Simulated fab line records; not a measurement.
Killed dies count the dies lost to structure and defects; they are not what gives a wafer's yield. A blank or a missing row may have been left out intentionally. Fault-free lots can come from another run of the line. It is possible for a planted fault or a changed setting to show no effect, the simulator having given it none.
fab line records	flow sky130
[record] lots = 6	wafers = 18	last_day = 49
route steps=708 shown METAL2@495 VIA2@507 PAD_OPEN@708
lots with no fault: from the same line, run without faults
start_h: the number of hours between the record's first day and the start of the first shown wafer of the lot	wait_h: how many hours have passed since the lot's step before this one	" the same as in the row above	L1.1+2: a row that stands for several wafers	- either no value or no given start	* or withheld: withheld	< > ~ a bound
route shown NAME@n: names a module that has steps shown in the file, with the first one's number in the route	usual: mean and standard deviation over wafers with no fault	same: alike in all rows	chamber/n: place in a boat	sites: each site's reading	_std_site: their standard deviation	_edge_site: the outer-site mean with the inner-site mean subtracted	radius_mm: for every site, how far away it sits from the centre of the wafer	mask NAME#n: copy n	behind: the most recent tool/chamber to have shaped the wafer	hold: why the lot was held/for how many hours/how that ended	device: names the non-switching transistor (n, p or np)	end of line: the same wafers' tests at the end of the route	where a step has no rows: the recipe by itself	killed: at the first sort, the dies lost to defects and structure; wafer yield is something else	map: per-die view of a wafer (x killed, . not killed, _ where there is no die)
set.NAME: the setting as run; set.NAME@STEP: as run at that earlier step	model.NAME: the simulator's own value behind a step, which no gauge read
lots at selected steps of the route; one table per step, one row per wafer
services: a tool's chamber out of use, with start hour (start_h, from the record's first day; less than 0 if before it), hours out, and reason
[[steps]]
[step SKY_METAL2_EXPOSE_12]
[recipe] mask_id = MM2	na = 0.8	source_shape = annular	sigma_inner = 0.55	sigma_outer = 0.85	target_cd_nm = 140	dose_mj = 28
[step SKY_METAL2_PEB_13]
[recipe] peb_temp_c = withheld	peb_time_s = withheld	resist = KrF-thick
[step SKY_METAL2_DEVELOP_14]
[recipe] develop_time_s = 60	resist = KrF-thick	dev_temp_c = 21
[step SKY_METAL2_CD_MEAS_15]
[recipe] target_cd_nm = 140
[usual] cd_nm = 140.6/1.6
lot.wafer	tool	chamber	start_h	wait_h	cd_nm
L333.1	cd_sem-02	-	812.55	-	140.8
L333.5	"	-	"	"	142.6
L333.6	"	-	"	"	141.5
L339.2	cd_sem-02	-	868.22	-	140.3
L339.4	"	-	"	"	141.6
L339.6	"	-	"	"	140.5
L340.1	cd_sem-01	-	881.75	-	139.7
L340.2	"	-	"	"	141.0
L340.5	"	-	"	"	139.6
L348.2	cd_sem-02	-	948.77	-	140.4
L348.4	"	-	"	"	141.2
L348.5	"	-	"	"	140.3
L351.1	cd_sem-01	-	958.19	-	138.6
L351.2	"	-	"	"	141.9
L351.3	"	-	"	"	139.9
L352.1	cd_sem-01	-	961.50	-	140.8
L352.3	"	-	"	"	141.1
L352.4	"	-	"	"	140.7
[step SKY_METAL2_OVL_MEAS_16]
[usual] METAL2_OVL = 0/5
lot.wafer	tool	chamber	start_h	wait_h	METAL2_OVL[nm]
L333.1	overlay-01	-	812.67	0.1	6
L333.5	"	-	"	"	0
L333.6	"	-	"	"	-5
L339.2	overlay-02	-	868.32	0.1	-1
L339.4	"	-	"	"	3
L339.6	"	-	"	"	-1
L340.1	overlay-02	-	881.87	0.1	-6
L340.2	"	-	"	"	3
L340.5	"	-	"	"	-7
L348.2	overlay-01	-	948.87	0.1	3
L348.4	"	-	"	"	1
L348.5	"	-	"	"	2
L351.1	overlay-01	-	958.31	0.1	3
L351.2	"	-	"	"	-3
L351.3	"	-	"	"	3
L352.1	overlay-01	-	961.62	0.1	-4
L352.3	"	-	"	"	-3
L352.4	"	-	"	"	-2
[step SKY_METAL2_DESCUM_17]
[recipe] chemistry = O2	source_power_w = 150	bias_power_w = 0	pressure_mtorr = 10	temp_c = 40	time_s = 8
[usual] drypump_motor_current_A = 5.89/0.17	he_backside_leak_sccm = 3.42/0.16	oes_product_au = 1.000/0.0094	rf_fwd_power_W = 147.0/0.61
[same] bias_power_w = 0	time_s = 8
lot.wafer	tool	chamber	start_h	wait_h	drypump_motor_current_A	he_backside_leak_sccm	oes_product_au	rf_fwd_power_W	rf_hours_counter_h
L333.1	rie_metal-01	1	812.70	0.0	5.73	3.35	1.000	146.2	16
L333.5	"	0	"	"	6.04	3.48	1.011	147.5	-
L333.6	"	1	"	"	5.72	3.47	1.005	146.4	-
L339.2	rie_metal-01	0	868.36	0.0	6.06	3.56	0.994	146.8	-
L339.4	"	0	"	"	6.06	3.67	1.001	146.9	-
L339.6	"	0	"	"	6.06	3.66	1.003	147.6	-
L340.1	rie_metal-02	1	881.90	0.0	5.84	3.20	0.979	146.5	15
L340.2	"	0	"	"	6.20	3.41	0.999	147.2	7
L340.5	"	0	"	"	6.20	3.71	1.000	146.9	-
L348.2	rie_metal-02	1	948.90	0.0	5.84	2.97	0.974	146.5	18
L348.4	"	0	"	"	6.19	3.69	1.000	147.0	-
L348.5	"	0	"	"	6.19	3.40	0.997	146.9	-
L351.1	rie_metal-03	0	958.34	0.0	5.80	3.42	1.007	147.1	2
L351.2	"	1	"	"	5.70	3.52	1.001	147.9	3
L351.3	"	1	"	"	5.70	3.41	0.992	148.3	-
L352.1	rie_metal-01	0	961.65	0.0	6.01	3.58	1.002	147.8	15
L352.3	"	1	"	"	5.71	3.40	1.005	146.9	-
L352.4	"	0	"	"	6.02	3.41	1.011	147.0	-
[step SKY_METAL2_ETCH_18]
[recipe] chemistry = N2/H2	target = BARC	ion_energy_ev = 200	bias_w = 100	pressure_mtorr = 30	n2_flow_sccm = 100	h2_flow_sccm = 200	icp_w = 500	stop_on = SiO2	time_s = 45.9	target_depth_a = 600
[usual] drypump_motor_current_A = 5.90/0.16	he_backside_leak_sccm = 3.45/0.3	n2_flow_sccm = 100.0/0.31	oes_product_au = 0.855/0.0048	rf_fwd_power_W = 494.6/1.8	throttle_valve_pct = 13.226/0.0093
[same] time_s = 45.9
lot.wafer	tool	chamber	start_h	wait_h	drypump_motor_current_A	he_backside_leak_sccm	n2_flow_sccm	oes_product_au	rf_fwd_power_W	rf_hours_counter_h	throttle_valve_pct
L333.1	rie_metal-01	1	812.74	0.0	5.73	3.31	99.7	0.854	490.2	16	13.227
L333.5	"	0	"	"	6.04	3.61	100.0	0.860	493.8	-	13.226
L333.6	"	1	"	"	5.74	3.39	99.7	0.853	492.3	-	13.234
L339.2	rie_metal-01	0	868.44	0.1	6.00	3.66	99.9	0.856	493.8	-	13.230
L339.4	"	0	"	"	6.02	3.64	100.2	0.855	492.7	-	13.225
L339.6	"	0	"	"	6.02	3.60	100.0	0.858	493.3	-	13.225
L340.1	rie_metal-02	1	881.94	0.0	5.87	3.18	99.9	0.854	491.4	15	13.230
L340.2	"	0	"	"	6.20	3.51	99.8	0.857	495.9	7	13.222
L340.5	"	0	"	"	6.19	3.32	99.7	0.853	496.2	-	13.231
L348.2	rie_metal-02	1	948.94	0.0	5.87	3.09	99.6	0.856	494.2	18	13.221
L348.4	"	0	"	"	6.19	3.58	100.1	0.859	496.7	-	13.236
L348.5	"	0	"	"	6.21	3.47	100.5	0.843	495.2	-	13.220
L351.1	rie_metal-03	0	958.37	0.0	5.80	3.58	100.3	0.857	493.9	2	13.220
L351.2	"	1	"	"	5.73	3.36	101.0	0.853	494.8	3	13.230
L351.3	"	1	"	"	5.75	3.36	100.0	0.847	496.2	-	13.213
L352.1	rie_metal-01	0	961.69	0.0	6.08	3.44	100.1	0.854	496.4	15	13.212
L352.3	"	1	"	"	5.74	3.37	99.8	0.858	492.8	-	13.225
L352.4	"	0	"	"	6.06	3.54	99.6	0.853	494.7	-	13.228
[step SKY_METAL2_METAL_ETCH_19]
[recipe] target_depth_a = 3600	stop_on = SiO2	over_etch_frac = 0.3	time_s = 78	chemistry = Cl2/BCl3	resist_sidewall_deg = 88	pressure_mtorr = 10	icp_w = 900	bias_w = 48.5	Cl2_flow_sccm = 60	bcl3_flow_sccm = 30
[usual] drypump_motor_current_A = 5.89/0.16	he_backside_leak_sccm = 3.4/0.32	oes_product_au = 0.853/0.0054	rf_fwd_power_W = 893.1/2.7	throttle_valve_pct = 22.264/0.0084
[same] time_s = 78
lot.wafer	tool	chamber	start_h	wait_h	drypump_motor_current_A	he_backside_leak_sccm	oes_product_au	rf_fwd_power_W	rf_hours_counter_h	throttle_valve_pct
L333.1	rie_metal-01	1	812.80	0.0	5.72	3.3	0.846	889.0	16	22.246
L333.5	"	0	"	"	6.00	3.5	0.854	895.0	-	22.266
L333.6	"	1	"	"	5.72	3.3	0.843	891.3	-	22.274
L339.2	rie_metal-01	0	868.57	0.1	6.01	3.5	0.869	896.7	-	22.274
L339.4	"	0	"	"	6.03	3.5	0.856	891.2	-	22.262
L339.6	"	0	"	"	6.00	3.5	0.860	889.3	-	22.254
L340.1	rie_metal-02	1	882.00	0.0	5.86	3.2	0.852	887.1	15	22.273
L340.2	"	0	"	"	6.19	3.4	0.853	889.4	7	22.263
L340.5	"	0	"	"	6.18	3.4	0.859	894.1	-	22.252
L348.2	rie_metal-02	1	949.00	0.0	5.88	3.1	0.851	898.0	18	22.260
L348.4	"	0	"	"	6.19	3.5	0.850	892.2	-	22.266
L348.5	"	0	"	"	6.17	3.5	0.858	896.8	-	22.273
L351.1	rie_metal-03	0	958.44	0.0	5.73	3.4	0.858	896.5	2	22.266
L351.2	"	1	"	"	5.73	3.4	0.851	889.7	3	22.262
L351.3	"	1	"	"	5.73	3.6	0.855	899.3	-	22.269
L352.1	rie_metal-01	0	961.75	0.0	6.02	3.4	0.858	899.6	15	22.269
L352.3	"	1	"	"	5.73	3.1	0.863	896.5	-	22.268
L352.4	"	0	"	"	6.02	3.4	0.858	895.3	-	22.269
[step SKY_METAL2_STRIP_20]
[recipe] chemistry = O2/N2	power_w = 1400	pressure_mtorr = 1500	platen_temp_c = withheld	o2_flow_sccm = 3000	n2_flow_sccm = 300	overash_fraction = 0.5
[usual] drypump_motor_current_A = 5.43/0.23	n2_flow_sccm = 300.1/0.97	oes_product_au = 0.342/0.0053	strip_time_to_endpoint_s = 2.70/0.039
lot.wafer	tool	chamber	start_h	wait_h	drypump_motor_current_A	n2_flow_sccm	oes_product_au	rf_hours_counter_h	strip_time_to_endpoint_s
L333.1	plasma_asher-01	1	812.89	0.1	5.68	300.8	0.348	59	2.73
L333.5	"	0	"	"	5.36	300.9	0.345	-	2.72
L333.6	"	1	"	"	5.69	300.6	0.337	-	2.70
L339.2	plasma_asher-03	1	868.72	0.1	5.36	300.8	0.331	104	2.67
L339.4	"	1	"	"	5.37	300.5	0.336	-	2.68
L339.6	"	1	"	"	5.35	302.2	0.346	-	2.69
L340.1	plasma_asher-02	0	882.09	0.1	5.71	301.4	0.351	51	2.80
L340.2	"	1	"	"	5.43	299.5	0.328	51	2.70
L340.5	"	1	"	"	5.44	300.2	0.343	-	2.67
L348.2	plasma_asher-01	0	949.09	0.1	5.34	300.2	0.342	73	2.72
L348.4	"	0	"	"	5.37	299.8	0.339	-	2.71
L348.5	"	1	"	"	5.69	300.1	0.345	-	2.71
L351.1	plasma_asher-01	0	958.53	0.1	5.34	300.1	0.337	74	2.67
L351.2	"	1	"	"	5.72	300.7	0.344	74	2.73
L351.3	"	0	"	"	5.37	300.3	0.348	-	2.72
L352.1	plasma_asher-03	0	961.84	0.1	5.05	301.0	0.342	114	2.67
L352.3	"	0	"	"	5.04	300.3	0.337	-	2.71
L352.4	"	1	"	"	5.38	299.8	0.343	-	2.66
[step SKY_METAL2_STRIP_21]
[recipe] chemistry = post_etch_residue_remover	time_s = 1200	temp_c = 72.5
[step SKY_METAL2_CLEAN_22]
[recipe] chemistry = IPA	time_s = 180	temp_c = 25
[step SKY_METAL2_CLEAN_23]
[recipe] chemistry = O3/DIW	dry = n2_spin
[step SKY_VIA2_HDPCVD_00]
[recipe] material = SiO2	target_thk_nm = 1180	sigma_open_frac = 0.3	time_s = 196.7	temp_c = 400	sih4_flow_sccm = 60	pressure_mtorr = 6
lot.wafer	tool	chamber	start_h	wait_h	model.SiO2_of_VIA2_HDPCVD_00.thk_nm
L333.1	hdpcvd-01	2	813.48	0.0	1179
L333.5	"	2	"	"	1178
L333.6	"	0	"	"	1175
L339.2	hdpcvd-02	0	869.32	0.0	1175
L339.4	"	2	"	"	1172
L339.6	"	1	"	"	1187
L340.1	hdpcvd-01	0	882.78	0.0	1186
L340.2	"	2	"	"	1165
L340.5	"	1	"	"	1168
L348.2	hdpcvd-02	2	949.76	0.0	1184
L348.4	"	1	"	"	1190
L348.5	"	0	"	"	1178
L351.1	hdpcvd-01	0	959.12	0.0	1612
L351.2	"	2	"	"	1596
L351.3	"	1	"	"	1595
L352.1	hdpcvd-01	2	962.44	0.0	1593
L352.3	"	1	"	"	1599
L352.4	"	0	"	"	1609
[step SKY_VIA2_THK_MEAS_01]
[recipe] reads = SiO2_of_VIA2_HDPCVD_00
[usual] VIA2_HDPCVD_THK = 1176/12
lot.wafer	tool	chamber	start_h	wait_h	VIA2_HDPCVD_THK[nm]
L333.1	film_metro-02	-	813.61	0.1	1180
L333.5	"	-	"	"	1177
L333.6	"	-	"	"	1176
L339.2	film_metro-02	-	869.45	0.1	1175
L339.4	"	-	"	"	1173
L339.6	"	-	"	"	1187
L340.1	film_metro-01	-	882.90	0.1	1187
L340.2	"	-	"	"	1165
L340.5	"	-	"	"	1168
L348.2	film_metro-01	-	949.90	0.1	1184
L348.4	"	-	"	"	1191
L348.5	"	-	"	"	1178
L351.1	film_metro-01	-	959.25	0.1	1612
L351.2	"	-	"	"	1597
L351.3	"	-	"	"	1597
L352.1	film_metro-02	-	962.57	0.1	1592
L352.3	"	-	"	"	1600
L352.4	"	-	"	"	1609
[step SKY_VIA2_CMP_02]
[recipe] material = SiO2	down_force_psi = 4	platen_rpm = 60	pad_velocity_m_s = 0.94248
[usual] motor_current_A = 12.1/1.6	slurry_flow_ml_min = 149.9/0.44
lot.wafer	tool	chamber	start_h	wait_h	motor_current_A	slurry_flow_ml_min
L333.1	cmp-02	2	813.77	0.1	10.6	149.6
L333.5	"	0	"	"	11.4	150.5
L333.6	"	1	"	"	12.5	150.4
L339.2	cmp-02	0	869.60	0.1	11.3	149.9
L339.4	"	1	"	"	12.2	150.9
L339.6	"	3	"	"	13.6	150.6
L340.1	cmp-02	3	883.01	0.1	14.1	149.7
L340.2	"	0	"	"	11.3	150.1
L340.5	"	3	"	"	13.5	150.1
L348.2	cmp-01	1	949.95	0.0	14.9	150.2
L348.4	"	0	"	"	11.9	149.6
L348.5	"	1	"	"	14.7	149.3
L351.2	cmp-01	2	959.46	0.2	12.0	150.1
L351.1	"	3	"	"	10.0	149.5
L351.3	"	0	"	"	11.3	149.6
L352.4	cmp-01	3	962.63	0.0	9.8	150.6
L352.3	"	0	"	"	11.4	150.4
L352.1	"	1	"	"	15.0	149.9
[step SKY_PAD_OPEN_PROBE_99]
[usual] defect_limited_yield = 82.4/1.8	killed_at_M0_to_M3 = 44/6.4	killed_at_M4_up = 3.6/2.1	killed_at_contacts = 23/5.1	killed_at_front_end = 15/4.3	killed_at_other = 0.3/0.56	killed_dies = 86/9	killed_open = 47/6.4	killed_short = 39/5.8	sort_bin_3_pad_short = 0.8/0.46	sort_bin_5_function = 10.4/1.4	sort_bin_6_memory = 6.4/1.1	sort_n_pass = 406/9	sort_yield_pct = 82.4/1.8
[same] gross_dies = 492	killed_at_back_side = 0	sort_bin_4_leakage[%] = 0	sort_bin_8_speed[%] = 0
lot.wafer	tool	chamber	start_h	wait_h	defect_limited_yield[%]	killed_at_M0_to_M3	killed_at_M4_up	killed_at_contacts	killed_at_front_end	killed_at_other	killed_dies	killed_open	killed_short	sort_bin_3_pad_short[%]	sort_bin_5_function[%]	sort_bin_6_memory[%]	sort_n_pass	sort_yield_pct[%]
L333.1	prober-01	-	1065.65	0.1	83.5	40	3	20	17	1	81	44	37	0.6	9.6	6.3	411	83.5
L333.5	prober-01	-	1065.85	0.2	87.0	31	3	19	10	1	64	35	29	0.4	7.5	5.1	428	87.0
L333.6	prober-01	-	1065.90	0.2	84.6	29	3	29	15	0	76	46	30	0.8	8.5	6.1	416	84.6
L339.2	prober-02	-	1112.98	0.1	80.1	48	2	32	15	1	98	64	33	0.8	11.6	7.5	394	80.1
L339.4	prober-02	-	1113.08	0.2	80.9	43	3	22	25	1	94	49	45	0.8	12.0	6.3	398	80.9
L339.6	prober-02	-	1113.18	0.2	84.6	34	0	23	18	1	76	44	32	0.4	10.6	4.5	416	84.6
L340.1	prober-01	-	1119.33	0.1	83.1	47	4	18	13	1	83	45	38	0.6	10.4	5.9	409	83.1
L340.2	prober-01	-	1119.38	0.1	82.3	41	4	31	11	0	87	52	35	1.6	9.8	6.3	405	82.3
L340.5	prober-01	-	1119.53	0.2	83.9	37	2	27	13	0	79	43	36	0.4	10.0	5.7	413	83.9
L352.1	prober-01	-	1185.11	0.1	84.8	27	2	26	20	0	75	36	39	0.4	10.0	4.9	417	84.8
L352.3	prober-01	-	1185.21	0.2	80.7	48	2	25	20	0	95	53	41	0.8	11.0	7.5	397	80.7
L352.4	prober-01	-	1185.26	0.2	78.0	52	1	33	22	0	108	58	50	0.6	14.2	7.1	384	78.0
// killed by level:class
L333.1 VIA1:geometric_particle:open=11 LI_CONTACT:geometric_particle:open=7 POLY_GATE:geometric_particle:short=6 CONTACT:geometric_particle:open=5 VIA1:geometric_particle:short=5 FIELD_ISO:geometric_particle:open=4 METAL1:geometric_particle:short=4 VIA3:geometric_particle:open=4
L333.5 LI_CONTACT:geometric_particle:open=6 CONTACT:geometric_particle:open=6 VIA1:geometric_particle:short=6 VIA1:geometric_particle:open=5 VIA2:geometric_particle:open=5 VIA3:geometric_particle:open=5 LOCAL_INTERCONNECT:geometric_particle:short=4 POLY_GATE:geometric_particle:short=4
L333.6 CONTACT:geometric_particle:open=13 VIA1:geometric_particle:open=10 LI_CONTACT:geometric_particle:open=7 POLY_GATE:geometric_particle:open=4 LOCAL_INTERCONNECT:geometric_particle:short=4 CONTACT:geometric_particle:short=4 METAL1:geometric_particle:short=4 VIA2:geometric_particle:open=4
L339.2 VIA1:geometric_particle:open=15 CONTACT:geometric_particle:open=13 LI_CONTACT:geometric_particle:open=9 FIELD_ISO:geometric_particle:open=6 VIA3:geometric_particle:open=6 METAL2:geometric_particle:short=5 VIA2:geometric_particle:open=5 FIELD_ISO:geometric_particle:short=4
L339.4 VIA1:geometric_particle:open=10 METAL2:geometric_particle:short=10 LI_CONTACT:geometric_particle:open=8 FIELD_ISO:geometric_particle:open=7 FIELD_ISO:geometric_particle:short=6 CONTACT:geometric_particle:open=5 VIA2:geometric_particle:open=5 POLY_GATE:geometric_particle:open=4
L339.6 LI_CONTACT:geometric_particle:open=7 CONTACT:geometric_particle:open=7 VIA1:geometric_particle:short=7 VIA1:geometric_particle:open=6 VIA2:geometric_particle:open=5 FIELD_ISO:geometric_particle:open=4 POLY_GATE:geometric_particle:open=4 LOCAL_INTERCONNECT:geometric_particle:short=4
L340.1 VIA1:geometric_particle:open=12 METAL1:geometric_particle:short=7 VIA2:geometric_particle:open=6 LI_CONTACT:geometric_particle:open=5 CONTACT:geometric_particle:short=5 VIA2:geometric_particle:short=5 LI_CONTACT:geometric_particle:short=4 VIA3:geometric_particle:open=4
L340.2 CONTACT:geometric_particle:open=12 VIA1:geometric_particle:open=12 LI_CONTACT:geometric_particle:open=8 VIA2:geometric_particle:open=6 METAL2:geometric_particle:short=5 LOCAL_INTERCONNECT:geometric_particle:short=4 VIA3:geometric_particle:open=4 VIA1:geometric_particle:short=4
L340.5 VIA1:geometric_particle:open=15 CONTACT:geometric_particle:open=11 LOCAL_INTERCONNECT:geometric_particle:short=7 LI_CONTACT:geometric_particle:open=5 VIA2:geometric_particle:short=5 FIELD_ISO:geometric_particle:open=4 POLY_GATE:geometric_particle:short=4 VIA1:geometric_particle:short=4
L352.1 CONTACT:geometric_particle:open=7 LOCAL_INTERCONNECT:geometric_particle:short=6 CONTACT:geometric_particle:short=6 FIELD_ISO:geometric_particle:open=5 VIA1:geometric_particle:open=5 VIA3:geometric_particle:short=5 POLY_GATE:geometric_particle:short=4 LI_CONTACT:geometric_particle:open=4
L352.3 VIA3:geometric_particle:open=12 CONTACT:geometric_particle:open=10 METAL2:geometric_particle:short=9 FIELD_ISO:geometric_particle:short=7 VIA1:geometric_particle:open=7 LI_CONTACT:geometric_particle:open=5 FIELD_ISO:geometric_particle:open=4 POLY_GATE:geometric_particle:open=4
L352.4 CONTACT:geometric_particle:open=15 VIA2:geometric_particle:open=11 VIA1:geometric_particle:open=8 VIA3:geometric_particle:open=8 LOCAL_INTERCONNECT:geometric_particle:short=7 METAL2:geometric_particle:short=7 FIELD_ISO:geometric_particle:short=6 LI_CONTACT:geometric_particle:open=5
[[services]]
tool	chamber	start_h	hours	kind
hdpcvd-02	-	806.88	28.1	pm
plasma_asher-02	-	811.07	3.2	repair
cmp-01	-	819.08	1.6	repair
cmp-02	-	822.32	3.2	repair
rie_metal-03	1	825.27	60.9	repair
hdpcvd-01	-	826.85	0.6	repair
cmp-02	-	830.70	1.4	repair
hdpcvd-02	-	834.98	5.5	pm
hdpcvd-02	1	845.51	6.3	repair
cmp-01	-	849.23	5.6	pm
rie_metal-01	1	857.00	50.2	repair
rie_metal-02	-	865.87	1.2	repair
cmp-02	-	870.33	1.5	repair
cmp-02	-	876.05	4.5	pm
rie_metal-01	0	881.27	10.1	repair
rie_metal-01	-	889.70	2.7	repair
hdpcvd-01	-	890.38	2.4	repair
cmp-02	-	890.41	1.5	repair
rie_metal-02	0	903.72	4.0	repair
cmp-01	-	911.05	9.3	pm
cmp-01	-	920.35	4.0	pm
hdpcvd-02	-	950.25	15.0	pm
cmp-01	-	958.90	0.5	repair
cmp-02	-	960.41	1.6	repair
[[key]]
[first_sign] step = SKY_VIA2_THK_MEAS_01	reading = VIA2_HDPCVD_THK	direction = up	sigmas = 36	usual = 1176	struck = 1601
effect none on later readings
[model_effect] step = SKY_VIA2_HDPCVD_00	value = SiO2_of_VIA2_HDPCVD_00.thk_nm	without = 1178	struck = 1601
met_at SKY_VIA2_HDPCVD_00
struck_wafers L351.1,L351.2,L351.3,L352.1,L352.3,L352.4
onset_between 882.78 959.12
also_fits time
[fault] kind = process_parameter_drift	tool = hdpcvd-01	chamber = -	onset_h = 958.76	steps = SKY_VIA2_HDPCVD_00	channel = target_thk_nm	offset = 422.45	shape = step	end_h = 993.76	acts_in = these_recipes_only	stated = 1180
